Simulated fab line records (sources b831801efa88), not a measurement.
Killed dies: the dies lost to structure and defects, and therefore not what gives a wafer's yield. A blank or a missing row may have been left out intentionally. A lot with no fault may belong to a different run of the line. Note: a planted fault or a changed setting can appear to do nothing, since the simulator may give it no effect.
Split-lot study    flow sky130    route with 708 steps; 5 lots, 23 wafers read

SPLIT DETAILS
At SKY_SD_N_DEVELOP_06 (develop time 60 s), the setting dev_temp_c was moved away from the recipe's 23 C on 9 of the 23 wafers read, by -12.6% to +10.1%. This setting was run at the recipe's value on the other wafers.

The file shows no step between the split and the reading.

THE READING
cd_nm at SKY_SD_N_CD_MEAS_07, given in nm (cd target 380 nm). Typical for fault-free wafers on this fab line: 378.7 nm, with standard deviation 2.8 nm.

wafer   tool, chamber at the split  dev_temp_c as run, C  against the recipe  cd_nm, nm  against lot-mates on the recipe
L076.2  litho_track-02, 0           20.11                 -12.6%              389.6      +8.6
L076.3  litho_track-02, 0           20.11                 -12.6%              389.6      +8.6
L076.4  litho_track-02, 0           23                    recipe              382.6      -
L076.5  litho_track-02, 0           20.11                 -12.6%              390.2      +9.1
L076.6  litho_track-02, 0           23                    recipe              379.5      -
L075.1  litho_track-02, 0           23                    recipe              381.7      -
L075.2  litho_track-02, 0           23                    recipe              381.3      -
L075.3  litho_track-02, 0           23                    recipe              383.0      -
L075.5  litho_track-02, 0           23                    recipe              381.2      -
L075.6  litho_track-02, 0           23                    recipe              382.1      -
L079.3  litho_track-04, 0           23                    recipe              377.5      -
L079.5  litho_track-04, 0           23                    recipe              377.6      -
L079.6  litho_track-04, 0           23                    recipe              380.3      -
L082.1  litho_track-02, 0           23                    recipe              383.3      -
L082.2  litho_track-02, 0           24.54                 +6.7%               379.6      -3.4
L082.3  litho_track-02, 0           23                    recipe              382.8      -
L082.4  litho_track-02, 0           24.54                 +6.7%               376.9      -6.2
L082.5  litho_track-02, 0           24.54                 +6.7%               380.7      -2.4
L084.1  litho_track-03, 0           25.33                 +10.1%              368.6      -9.2
L084.2  litho_track-03, 0           25.33                 +10.1%              375.2      -2.6
L084.4  litho_track-03, 0           25.33                 +10.1%              370.0      -7.8
L084.5  litho_track-03, 0           23                    recipe              377.2      -
L084.6  litho_track-03, 0           23                    recipe              378.4      -

FIT RESULTS
A straight line over all 23 wafers: cd_nm changes by -0.725 nm for each +1% of dev_temp_c; r = -0.88; the points scatter about the line by 2.6 nm.
The same after taking each lot's own level away (the mean of its wafers on the recipe; 23 wafers): -0.666 nm for each +1%; r = -0.95; scatter 1.5 nm.
According to that fit, moving dev_temp_c by its largest amount changes the reading by 8.4 nm.
From 377.80 to 383.05 nm: that is the span of the lots' own levels, equal to 1.9 times the standard deviation above.
Consequently the slope shifts little with the lot-to-lot level, the two slopes agreeing.
Check: with one of the wafers moved furthest among these (-12.6%) left out of the fit, the line predicts +8.5 nm for it against its lot-mates. It came out at +8.55 nm against them.

ADDITIONAL SPLITS CARRIED BY THESE WAFERS
Other splits were also applied to these wafers ahead of the reading. Each is held against what the fit with the lots' levels taken away leaves over:
other split on the same wafers    wafers away from the commonest value  r with cd_nm (lot level and that fit taken away)
SKY_SPACER_CVD_00 pressure_mtorr  15                                    +0.00
SKY_SD_P_DEVELOP_06 dev_temp_c    10                                    +0.17

THE FILE'S OWN FIT
cd_nm changes by -0.667 nm for each +1% of dev_temp_c, r = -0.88.
